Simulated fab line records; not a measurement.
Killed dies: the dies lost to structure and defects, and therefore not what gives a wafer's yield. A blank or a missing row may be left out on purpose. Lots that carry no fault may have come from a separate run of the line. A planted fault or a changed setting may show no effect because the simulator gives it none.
fab line records ; flow gf180mcu
record: lots: 5; wafers: 14; last-day: 34
route steps=602 shown MVSD@74 MVPSD@78 VT_IMPLANT@90
lots with no fault: from the same line, run without faults
start-h: the number of hours between the record's first day and the start of the first shown wafer of the lot ; wait-h: how many hours have passed since the lot's step before this one ; " repeats the value in the row above ; L1.1+2: a row that stands for several wafers ; - no value present, or no start provided ; * or withheld: withheld ; < > ~ a bound
route shown NAME@n: names a module that has steps shown in the file, with the first one's number in the route ; usual: mean and standard deviation over wafers with no fault ; same: alike in all rows ; chamber/n: place in a boat ; sites: readings site by site ; _std_site: the values' standard deviation ; _edge_site: the outer-site mean with the inner-site mean subtracted ; radius-mm: how far each site lies from the wafer's centre ; mask NAME#n: copy n ; behind: tool/chamber where the wafer was last shaped ; hold: the reason the lot was held/the length of the hold in hours/how it ended ; device: transistor that didn't switch, given as n, p or np ; end of line: the tests these same wafers got at the end of their route ; step lacking rows: just its recipe ; killed: at the first sort, the dies lost to defects and structure; wafer yield is something else ; map: a wafer's dies, x killed, . not, _ none there
set.NAME: the run value of the setting; set.NAME@STEP: its run value at that earlier step ; model.NAME: the simulator's own value behind a step, which no gauge read
a table for each step, a row for each wafer; lots at some steps of the route
services: a tool's chamber out of use, with start hour (start-h, from the record's first day; less than 0 if before it), hours out, and reason
== steps ==
step: GF_MVSD_IMPLANT_08
recipe: species: P; energy-kev: 400; dose-cm2: 1.6e+13; tilt-deg: 0
step: GF_MVSD_IMPLANT_09
recipe: species: P; energy-kev: 100; dose-cm2: 5e+12; tilt-deg: 0
step: GF_MVSD_STRIP_10
recipe: chemistry: O2/N2; power-w: 1400; pressure-mtorr: 1500; platen-temp-c: 250; o2-flow-sccm: 3000; n2-flow-sccm: 300; overash-fraction: 0.5
usual: drypump-motor-current-A: 5.4/0.71; heater-power-w: 353/29; oes-product-au: 0.722/0.0045; strip-time-to-endpoint-s: 36.99/0.14
lot.wafer;tool;chamber;start-h;wait-h;drypump-motor-current-A;heater-power-w;oes-product-au;rf-hours-counter-h;strip-time-to-endpoint-s
L229.2;plasma-asher-04;1;87.49;0.1;5.2;401;0.725;29;37.05
L229.3;plasma-asher-04;1;87.49;0.1;5.2;404;0.726;-;37.01
L229.5;plasma-asher-04;1;87.49;0.1;5.2;409;0.722;-;36.91
L230.2;plasma-asher-03;0;94.81;0.1;4.7;351;0.719;41;36.89
L230.3;plasma-asher-03;0;94.81;0.1;4.7;354;0.725;-;36.84
L230.6;plasma-asher-03;0;94.81;0.1;4.7;363;0.731;-;36.80
L231.2;plasma-asher-03;1;99.11;0.1;4.9;316;0.721;42;36.74
L231.4;plasma-asher-03;1;99.11;0.1;4.9;326;0.717;-;36.79
L231.6;plasma-asher-03;0;99.11;0.1;4.7;361;0.718;-;36.76
L243.2;plasma-asher-04;0;171.85;0.1;6.0;391;0.717;37;37.02
L243.4;plasma-asher-04;1;171.85;0.1;5.2;403;0.716;-;36.97
L250.1;plasma-asher-04;1;212.45;0.1;5.2;408;0.721;41;36.96
L250.3;plasma-asher-04;1;212.45;0.1;5.2;397;0.727;-;36.87
L250.6;plasma-asher-04;1;212.45;0.1;5.1;402;0.718;-;36.81
step: GF_MVSD_TW_MEAS_11
usual: MVSD_TW: 1586/12
lot.wafer;tool;chamber;start-h;wait-h;MVSD_TW
L229.2;film-metro-01;-;87.60;0.1;1579
L229.3;film-metro-01;-;87.60;0.1;1578
L229.5;film-metro-01;-;87.60;0.1;1578
L230.2;film-metro-01;-;94.92;0.1;1594
L230.3;film-metro-01;-;94.92;0.1;1579
L230.6;film-metro-01;-;94.92;0.1;1582
L231.2;film-metro-03;-;99.22;0.1;1597
L231.4;film-metro-03;-;99.22;0.1;1603
L231.6;film-metro-03;-;99.22;0.1;1597
L243.2;film-metro-03;-;171.96;0.1;1596
L243.4;film-metro-03;-;171.96;0.1;1601
L250.1;film-metro-01;-;212.55;0.1;1565
L250.3;film-metro-01;-;212.55;0.1;1567
L250.6;film-metro-01;-;212.55;0.1;1571
step: GF_MVPSD_DEHYDRATE_00
recipe: temp-c: 200; time-s: 60
step: GF_MVPSD_HMDS_01
recipe: prime-time-s: 60; prime-temp-c: 120
step: GF_MVPSD_COAT_02
recipe: spin-rpm: 2000; resist-thk-nm: 3000
step: GF_MVPSD_SOFTBAKE_03
recipe: temp-c: 110; time-s: withheld
step: GF_MVPSD_EXPOSE_04
recipe: mask-id: MVPSD; target-cd-nm: 1000; na: 0.6; source-shape: conventional; sigma-outer: 0.6; dose-mj: 260
step: GF_MVPSD_PEB_05
recipe: temp-c: 115; time-s: withheld
step: GF_MVPSD_DEVELOP_06
recipe: wall-angle-deg: 90; develop-time-s: 60; dev-temp-c: 23
step: GF_MVPSD_OVL_MEAS_07
usual: MVPSD_OVL: 0.9/1.5
lot.wafer;tool;chamber;start-h;wait-h;MVPSD_OVL[nm]
L229.2;overlay-02;-;100.11;-;0.6
L229.3;overlay-02;-;100.11;-;0.4
L229.5;overlay-02;-;100.11;-;-2.0
L230.2;overlay-01;-;108.98;-;3.2
L230.3;overlay-01;-;108.98;-;1.4
L230.6;overlay-01;-;108.98;-;-0.1
L231.2;overlay-01;-;113.38;-;-0.9
L231.4;overlay-01;-;113.38;-;1.3
L231.6;overlay-01;-;113.38;-;1.7
L243.2;overlay-02;-;188.43;-;4.1
L243.4;overlay-02;-;188.43;-;-0.1
L250.1;overlay-01;-;230.27;-;0.3
L250.3;overlay-01;-;230.27;-;2.1
L250.6;overlay-01;-;230.27;-;2.6
step: GF_MVPSD_IMPLANT_08
recipe: species: B; energy-kev: 170; dose-cm2: 1.5e+13; tilt-deg: 0
usual: beam-on-s: 10.01/0.21; dose-ions-cm2: 1.4999e+13/1.9e+10
lot.wafer;tool;chamber;start-h;wait-h;beam-on-s;dose-ions-cm2
L229.2;implanter-02;0;100.16;0.0;9.70;1.5018e+13
L229.3;implanter-02;0;100.16;0.0;10.00;1.5008e+13
L229.5;implanter-02;0;100.16;0.0;10.33;1.5005e+13
L230.2;implanter-03;0;109.03;0.0;10.34;1.4972e+13
L230.3;implanter-03;0;109.03;0.0;9.84;1.4967e+13
L230.6;implanter-03;0;109.03;0.0;10.08;1.4976e+13
L231.2;implanter-01;0;113.43;0.0;10.22;1.502e+13
L231.4;implanter-01;0;113.43;0.0;10.25;1.4983e+13
L231.6;implanter-01;0;113.43;0.0;10.05;1.5021e+13
L243.2;implanter-01;0;188.48;0.0;9.75;1.4984e+13
L243.4;implanter-01;0;188.48;0.0;10.11;1.4984e+13
L250.1;implanter-03;0;230.31;0.0;10.01;1.5011e+13
L250.3;implanter-03;0;230.31;0.0;9.78;1.5015e+13
L250.6;implanter-03;0;230.31;0.0;9.78;1.4995e+13
step: GF_MVPSD_IMPLANT_09
recipe: species: B; energy-kev: 40; dose-cm2: 5e+12; tilt-deg: 0
step: GF_MVPSD_STRIP_10
recipe: chemistry: O2/N2; power-w: 1400; pressure-mtorr: 1500; platen-temp-c: 250; o2-flow-sccm: 3000; n2-flow-sccm: 300; overash-fraction: 0.5
usual: drypump-motor-current-A: 5.3/0.62; heater-power-w: 341/19; oes-product-au: 0.723/0.0043; strip-time-to-endpoint-s: 36.96/0.098
lot.wafer;tool;chamber;start-h;wait-h;drypump-motor-current-A;heater-power-w;oes-product-au;rf-hours-counter-h;strip-time-to-endpoint-s
L229.2;plasma-asher-02;1;100.44;0.1;5.4;339;0.715;47;36.91
L229.3;plasma-asher-02;0;100.44;0.1;6.7;347;0.722;-;36.84
L229.5;plasma-asher-02;0;100.44;0.1;6.7;341;0.730;-;36.86
L230.2;plasma-asher-03;1;109.31;0.1;4.9;312;0.720;43;37.00
L230.3;plasma-asher-03;1;109.31;0.1;5.0;331;0.721;-;36.95
L230.6;plasma-asher-03;1;109.31;0.1;4.9;325;0.727;-;37.08
L231.2;plasma-asher-02;0;113.71;0.1;6.7;336;0.719;48;37.08
L231.4;plasma-asher-02;1;113.71;0.1;5.4;333;0.726;-;37.09
L231.6;plasma-asher-02;1;113.71;0.1;5.4;328;0.722;-;36.92
L243.2;plasma-asher-03;1;188.76;0.1;4.9;325;0.728;52;37.09
L243.4;plasma-asher-03;0;188.76;0.1;4.7;354;0.719;-;36.91
L250.1;plasma-asher-01;0;230.61;0.1;5.2;320;0.718;11;36.84
L250.3;plasma-asher-01;1;230.61;0.1;5.4;368;0.718;-;36.86
L250.6;plasma-asher-01;0;230.61;0.1;5.2;327;0.721;-;36.87
step: GF_MVPSD_TW_MEAS_11
usual: MVPSD_TW: 557/4.1
lot.wafer;tool;chamber;start-h;wait-h;MVPSD_TW
L229.2;film-metro-03;-;100.55;0.1;559
L229.3;film-metro-03;-;100.55;0.1;558
L229.5;film-metro-03;-;100.55;0.1;558
L230.2;film-metro-03;-;109.44;0.1;559
L230.3;film-metro-03;-;109.44;0.1;560
L230.6;film-metro-03;-;109.44;0.1;561
L231.2;film-metro-03;-;113.82;0.1;558
L231.4;film-metro-03;-;113.82;0.1;563
L231.6;film-metro-03;-;113.82;0.1;560
L243.2;film-metro-03;-;188.87;0.1;554
L243.4;film-metro-03;-;188.87;0.1;556
L250.1;film-metro-01;-;230.71;0.1;549
L250.3;film-metro-01;-;230.71;0.1;553
L250.6;film-metro-01;-;230.71;0.1;551
step: GF_VT_IMPLANT_DEHYDRATE_00
recipe: temp-c: 200; time-s: 60
step: GF_VT_IMPLANT_HMDS_01
recipe: prime-time-s: 60; prime-temp-c: 120
step: GF_VT_IMPLANT_COAT_02
recipe: resist: NOVOLAK; spin-rpm: 3000; resist-thk-nm: 1000
step: GF_VT_IMPLANT_SOFTBAKE_03
recipe: temp-c: 90; time-s: 60; resist: NOVOLAK
step: GF_VT_IMPLANT_EXPOSE_04
recipe: mask-id: LVPWELL_LV_AREA; target-cd-nm: 600; na: 0.6; source-shape: conventional; sigma-outer: 0.6; dose-mj: 140
step: GF_VT_IMPLANT_PEB_05
recipe: temp-c: withheld; time-s: *; resist: NOVOLAK
step: GF_VT_IMPLANT_DEVELOP_06
recipe: develop-time-s: 60; dev-temp-c: 23
step: GF_VT_IMPLANT_OVL_MEAS_07
usual: VT_IMPLANT_OVL: -0.5/1.4
lot.wafer;tool;chamber;start-h;wait-h;VT_IMPLANT_OVL[nm]
L229.2;overlay-02;-;114.38;0.1;0.3
L229.3;overlay-02;-;114.38;0.1;0.7
L229.5;overlay-02;-;114.38;0.1;0.6
L230.2;overlay-01;-;123.42;0.1;-0.1
L230.3;overlay-01;-;123.42;0.1;-0.1
L230.6;overlay-01;-;123.42;0.1;0.3
L231.2;overlay-01;-;128.88;0.1;-0.1
L231.4;overlay-01;-;128.88;0.1;-1.1
L231.6;overlay-01;-;128.88;0.1;-2.0
L243.2;overlay-02;-;205.03;0.1;-1.9
L243.4;overlay-02;-;205.03;0.1;0.4
L250.1;overlay-02;-;249.22;0.1;-1.9
L250.3;overlay-02;-;249.22;0.1;-1.6
L250.6;overlay-02;-;249.22;0.1;-0.5
step: GF_VT_IMPLANT_IMPLANT_08
recipe: species: BF2; energy-kev: 20; dose-cm2: 8.29e+12; tilt-deg: 7
step: GF_VT_IMPLANT_STRIP_09
recipe: chemistry: O2/N2; power-w: 1400; pressure-mtorr: 1500; platen-temp-c: 250; o2-flow-sccm: 3000; n2-flow-sccm: 300; overash-fraction: 0.5
usual: drypump-motor-current-A: 5.2/0.4; heater-power-w: 357/30; oes-product-au: 0.715/0.0046; strip-time-to-endpoint-s: 12.63/0.031
lot.wafer;tool;chamber;start-h;wait-h;drypump-motor-current-A;heater-power-w;oes-product-au;rf-hours-counter-h;strip-time-to-endpoint-s
L229.2;plasma-asher-03;0;114.56;0.1;4.7;360;0.710;44;12.59
L229.3;plasma-asher-03;1;114.56;0.1;4.9;324;0.712;-;12.62
L229.5;plasma-asher-03;1;114.56;0.1;4.9;313;0.709;-;12.62
L230.2;plasma-asher-01;0;123.60;0.1;5.2;327;0.711;0;12.64
L230.3;plasma-asher-01;0;123.60;0.1;5.2;325;0.723;-;12.63
L230.6;plasma-asher-01;0;123.60;0.1;5.2;318;0.718;-;12.65
L231.2;plasma-asher-03;1;129.06;0.1;4.9;328;0.724;45;12.62
L231.4;plasma-asher-03;0;129.06;0.1;4.7;360;0.718;-;12.62
L231.6;plasma-asher-03;0;129.06;0.1;4.7;347;0.723;-;12.59
L243.2;plasma-asher-01;0;205.21;0.1;5.2;327;0.720;9;12.64
L243.4;plasma-asher-01;0;205.21;0.1;5.2;320;0.716;-;12.63
L250.1;plasma-asher-03;1;249.41;0.1;4.9;317;0.717;58;12.59
L250.3;plasma-asher-03;0;249.41;0.1;4.7;359;0.717;-;12.66
L250.6;plasma-asher-03;1;249.41;0.1;4.9;326;0.717;-;12.60
step: GF_VT_IMPLANT_TW_MEAS_10
usual: VT_IMPLANT_TW: 564.9/3
lot.wafer;tool;chamber;start-h;wait-h;VT_IMPLANT_TW
L229.2;film-metro-03;-;114.67;0.1;569.4
L229.3;film-metro-03;-;114.67;0.1;569.3
L229.5;film-metro-03;-;114.67;0.1;571.6
L230.2;film-metro-01;-;123.71;0.1;563.0
L230.3;film-metro-01;-;123.71;0.1;566.2
L230.6;film-metro-01;-;123.71;0.1;561.3
L231.2;film-metro-03;-;129.23;0.1;564.0
L231.4;film-metro-03;-;129.23;0.1;562.1
L231.6;film-metro-03;-;129.23;0.1;561.4
L243.2;film-metro-02;-;205.32;0.1;567.5
L243.4;film-metro-02;-;205.32;0.1;567.1
L250.1;film-metro-02;-;249.51;0.1;562.9
L250.3;film-metro-02;-;249.51;0.1;568.2
L250.6;film-metro-02;-;249.51;0.1;565.8
step: GF_VT_IMPLANT_DEHYDRATE_11
recipe: temp-c: 200; time-s: 60
step: GF_VT_IMPLANT_HMDS_12
recipe: prime-time-s: 60; prime-temp-c: 120
step: GF_VT_IMPLANT_COAT_13
recipe: resist: NOVOLAK; spin-rpm: 3000; resist-thk-nm: 1000
step: GF_VT_IMPLANT_SOFTBAKE_14
recipe: temp-c: 90; time-s: 60; resist: NOVOLAK
step: GF_VT_IMPLANT_EXPOSE_15
recipe: mask-id: Nwell_LV_AREA; target-cd-nm: 860; na: 0.6; source-shape: conventional; sigma-outer: 0.6; dose-mj: 140
step: GF_VT_IMPLANT_PEB_16
recipe: temp-c: withheld; time-s: *; resist: NOVOLAK
step: GF_VT_IMPLANT_DEVELOP_17
recipe: develop-time-s: 60; dev-temp-c: 23
step: GF_VT_IMPLANT_OVL_MEAS_18
usual: VT_IMPLANT_01_OVL: -0.4/1.4
lot.wafer;tool;chamber;start-h;wait-h;VT_IMPLANT_01_OVL[nm]
L229.2;overlay-02;-;129.12;0.1;-0.1
L229.3;overlay-02;-;129.12;0.1;-0.6
L229.5;overlay-02;-;129.12;0.1;0.7
L230.2;overlay-01;-;138.57;0.1;0.3
L230.3;overlay-01;-;138.57;0.1;-2.6
L230.6;overlay-01;-;138.57;0.1;1.3
L231.2;overlay-02;-;144.03;0.1;-1.7
L231.4;overlay-02;-;144.03;0.1;-0.9
L231.6;overlay-02;-;144.03;0.1;1.4
L243.2;overlay-01;-;222.72;0.1;-1.6
L243.4;overlay-01;-;222.72;0.1;-3.1
L250.1;overlay-02;-;267.92;0.1;1.6
L250.3;overlay-02;-;267.92;0.1;1.9
L250.6;overlay-02;-;267.92;0.1;3.0
step: GF_VT_IMPLANT_IMPLANT_19
recipe: species: As; energy-kev: 100; dose-cm2: 4.35e+12; tilt-deg: 7
step: GF_VT_IMPLANT_STRIP_20
recipe: chemistry: O2/N2; power-w: 1400; pressure-mtorr: 1500; platen-temp-c: 250; o2-flow-sccm: 3000; n2-flow-sccm: 300; overash-fraction: 0.5
usual: drypump-motor-current-A: 5.3/0.44; heater-power-w: 366/32; oes-product-au: 0.716/0.0045; strip-time-to-endpoint-s: 12.64/0.034
lot.wafer;tool;chamber;start-h;wait-h;drypump-motor-current-A;heater-power-w;oes-product-au;rf-hours-counter-h;strip-time-to-endpoint-s
L229.2;plasma-asher-04;1;129.30;0.1;5.2;414;0.713;33;12.71
L229.3;plasma-asher-04;0;129.30;0.1;6.1;394;0.716;-;12.71
L229.5;plasma-asher-04;0;129.30;0.1;6.1;383;0.716;-;12.66
L230.2;plasma-asher-01;1;138.75;0.1;5.4;376;0.717;2;12.68
L230.3;plasma-asher-01;1;138.75;0.1;5.4;375;0.713;-;12.70
L230.6;plasma-asher-01;1;138.75;0.1;5.4;363;0.715;-;12.69
L231.2;plasma-asher-03;0;144.21;0.1;4.7;370;0.713;47;12.62
L231.4;plasma-asher-03;0;144.21;0.1;4.7;353;0.720;-;12.71
L231.6;plasma-asher-03;1;144.21;0.1;4.9;318;0.717;-;12.64
L243.2;plasma-asher-01;0;222.90;0.1;5.2;318;0.709;11;12.60
L243.4;plasma-asher-01;0;222.90;0.1;5.2;319;0.716;-;12.62
L250.1;plasma-asher-01;1;268.11;0.1;5.4;373;0.712;15;12.59
L250.3;plasma-asher-01;1;268.11;0.1;5.4;372;0.719;-;12.59
L250.6;plasma-asher-01;0;268.11;0.1;5.2;322;0.712;-;12.58
step: GF_VT_IMPLANT_TW_MEAS_21
usual: VT_IMPLANT_2_TW: 1215/6.3
lot.wafer;tool;chamber;start-h;wait-h;VT_IMPLANT_2_TW
L229.2;film-metro-03;-;129.41;0.1;1216
L229.3;film-metro-03;-;129.41;0.1;1209
L229.5;film-metro-03;-;129.41;0.1;1213
L230.2;film-metro-01;-;138.86;0.1;1216
L230.3;film-metro-01;-;138.86;0.1;1212
L230.6;film-metro-01;-;138.86;0.1;1211
L231.2;film-metro-02;-;144.32;0.1;1220
L231.4;film-metro-02;-;144.32;0.1;1216
L231.6;film-metro-02;-;144.32;0.1;1218
L243.2;film-metro-03;-;223.01;0.1;1227
L243.4;film-metro-03;-;223.01;0.1;1216
L250.1;film-metro-01;-;268.21;0.1;1212
L250.3;film-metro-01;-;268.21;0.1;1209
L250.6;film-metro-01;-;268.21;0.1;1213
step: GF_VT_IMPLANT_DEHYDRATE_22
recipe: temp-c: 200; time-s: 60
step: GF_VT_IMPLANT_HMDS_23
recipe: prime-time-s: 60; prime-temp-c: 120
step: GF_VT_IMPLANT_COAT_24
recipe: resist: NOVOLAK; spin-rpm: 3000; resist-thk-nm: 1000
step: GF_VT_IMPLANT_SOFTBAKE_25
recipe: temp-c: 90; time-s: 60; resist: NOVOLAK
step: GF_VT_IMPLANT_RS_MEAS_49
recipe: thk-meas-gauge: four-point-probe
usual: MVPSD_RS: 1168.8/2.6
lot.wafer;tool;chamber;start-h;wait-h;MVPSD_RS[ohm/sq]
L229.2;film-metro-03;-;160.90;0.1;1164.6
L229.3;film-metro-03;-;160.90;0.1;1169.0
L229.5;film-metro-03;-;160.90;0.1;1167.1
L230.2;film-metro-01;-;170.84;0.1;1170.7
L230.3;film-metro-01;-;170.84;0.1;1169.8
L230.6;film-metro-01;-;170.84;0.1;1169.6
L231.2;film-metro-03;-;176.55;0.1;1166.2
L231.4;film-metro-03;-;176.55;0.1;1168.8
L231.6;film-metro-03;-;176.55;0.1;1163.7
L243.2;film-metro-04;-;260.00;0.1;1181.4
L243.4;film-metro-04;-;260.00;0.1;1169.9
L250.1;film-metro-04;-;309.48;0.1;1172.3
L250.3;film-metro-04;-;309.48;0.1;1169.9
L250.6;film-metro-04;-;309.48;0.1;1168.8
== services ==
tool;chamber;start-h;hours;kind
implanter-03;-;67.35;3.7;pm
implanter-02;-;78.52;4.2;pm
plasma-asher-01;-;108.83;9.0;pm
plasma-asher-01;0;108.83;9.0;vent-cycle
plasma-asher-01;1;108.83;9.0;vent-cycle
plasma-asher-01;-;117.83;2.8;pm
plasma-asher-01;0;117.83;-;clean
plasma-asher-01;1;117.83;-;clean
implanter-03;-;132.67;3.3;repair
plasma-asher-03;-;149.64;0.8;repair
plasma-asher-01;-;168.94;0.4;repair
plasma-asher-02;-;243.52;1.2;repair
plasma-asher-02;-;246.88;0.9;repair
== key ==
first-sign: step: GF_VT_IMPLANT_RS_MEAS_49; reading: MVPSD_RS; direction: up; sigmas: 4.9; usual: 1168.8; struck: 1181.4
effect none on later readings
met-at GF_MVPSD_IMPLANT_08
struck-wafers L243.2
tester-left-out L243
onset-between 113.43 188.48
fault: kind: process-parameter-drift; tool: implanter-01; chamber: -; onset-h: 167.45; steps: GF_MVPSD_IMPLANT_08; channel: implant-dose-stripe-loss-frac; offset: 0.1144; shape: step; end-h: 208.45; scope: struck-wafers-only
tester-left-out: of these lots the tester's yield and bins aren't shown, on N5 and GAA mostly nor the transistor test; their killed dies are dies lost to structure and defects alone, not to doping, threshold or leakage, so they don't give the yield
